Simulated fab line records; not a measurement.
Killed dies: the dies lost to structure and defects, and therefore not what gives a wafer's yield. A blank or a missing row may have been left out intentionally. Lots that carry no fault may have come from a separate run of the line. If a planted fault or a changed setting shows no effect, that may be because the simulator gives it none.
A lot that was struck, set against a sound lot / flow gf180mcu / 19 steps out of a route of 602
Sound: wafers L800.1, L800.2, L800.3. The struck wafers were L793.3, L793.5, L793.6. The cause is named last.
Per side, at each step with rows, come the tool, then ch with its chambers, and then its first start. Under that, the readings that differ: sound wafers / struck wafers / difference of the means / sigmas: that difference in standard deviations of wafers without a fault.
alike: a reading whose means differ by less than 2 such deviations, as well as words and numbers matching on both sides. not compared: withheld readings; readings where some wafer has no value; bounds like >300 that might hide an equal value; numbers whose values overlap and for which the record gives no deviation.
The two part at a step that has a row with sigmas, a row that says differs or no value, or rows on one side only. Numbers that have no deviation but don't overlap get no sigmas and don't part them. Lack of a reading on every wafer of one side parts them only where that side has two or more wafers.

GF_V2_CMP_26: polishes, stops on SiO2, t overpolish 15 s, target thk 0 nm.
  sound on cmp-02 ch 0,2,3, day 26 14:33; struck on cmp-02 ch 0,1, day 23 22:47
  alike: motor current A, overpolish run s, slurry filter dp kPa, time to endpoint s
GF_M3_SPUTTER_00: material Ti, target thk 37.5 nm, time 150 s.
  struck on pvd sputter-02, day 23 23:02; sound on pvd sputter-04, day 26 14:51
  alike: throttle valve pct
GF_M3_SPUTTER_01: material TiN, target thk 30 nm, time 25 s.
  struck on pvd sputter-02, day 23 23:08; sound on pvd sputter-04, day 26 14:57
  alike: throttle valve pct
then, 1 step without rows for these wafers: GF_M3_SPUTTER_02 (material AlCu, target thk 450 nm, time 23.9 s).
GF_M3_SPUTTER_03: material Ti, target thk 10 nm, time 6.7 s.
  struck on pvd sputter-02, day 23 23:11; sound on pvd sputter-04, day 26 15:01
  alike: throttle valve pct
GF_M3_SPUTTER_04: material TiN, target thk 50 nm, time 41.7 s.
  struck on pvd sputter-02, day 23 23:13; sound on pvd sputter-04, day 26 15:02
  alike: throttle valve pct
GF_M3_RS_MEAS_05: measures by four-point-probe.
  struck on film metro-03, day 23 23:17; sound on film metro-03, day 26 15:04
  alike: M3_ALCU_RS
GF_M3_THK_MEAS_06: measures by xrf.
  struck on film metro-03, day 23 23:23; sound on film metro-03, day 26 15:11
  alike: M3_ALCU_THK
then, 4 steps without rows for these wafers: GF_M3_DEHYDRATE_07 (time 60 s); GF_M3_HMDS_08 (prime time 60 s); GF_M3_COAT_09 (resist thk 1000 nm); GF_M3_SOFTBAKE_10 (time 60 s).
GF_M3_EXPOSE_11: exposes mask Metal3, target cd 280 nm.
  sound on krf scanner-02 ch 0, day 27 01:25; struck on krf scanner-01 ch 0, day 24 10:25
  alike: mask
then, 2 steps without rows for these wafers: GF_M3_PEB_12 (peb time 90 s); GF_M3_DEVELOP_13 (develop time 60 s).
GF_M3_CD_MEAS_14: the cd target is 280 nm.
  struck on cd sem-01, day 24 21:10; sound on cd sem-02, day 27 11:22
reading=cd nm (nm); sound=278.7 279.1 279.6; struck=233.6 210.6 191.6; difference=-67.2; sigmas=-61
GF_M3_OVL_MEAS_15:
  struck on overlay-02, day 24 21:16; sound on overlay-01, day 27 11:29
  alike: M3_OVL
GF_M3_METAL_ETCH_16: etches the open film in Cl2/BCl3, stops on SiO2, target depth 627.5 nm, time 104.6 s.
  sound on rie metal-02 ch 0,1, day 27 11:32; struck on rie metal-02 ch 0,1, day 24 21:19
reading=model.M3.cd nm (nm); sound=279.7 279.5 282.9; struck=235 210.7 193.9; difference=-68; sigmas=
  alike: drypump motor current A, oes product au, throttle valve pct
  not compared: rf hours counter h
then, 1 step without rows for these wafers: GF_M3_STRIP_17 (strips in O2/N2).

WHERE THEY PART
GF_M3_CD_MEAS_14 only, going by this record. Later steps at which nothing parts them and some readings are alike: GF_M3_OVL_MEAS_15, GF_M3_METAL_ETCH_16.

WHY: what had been put in by the simulator
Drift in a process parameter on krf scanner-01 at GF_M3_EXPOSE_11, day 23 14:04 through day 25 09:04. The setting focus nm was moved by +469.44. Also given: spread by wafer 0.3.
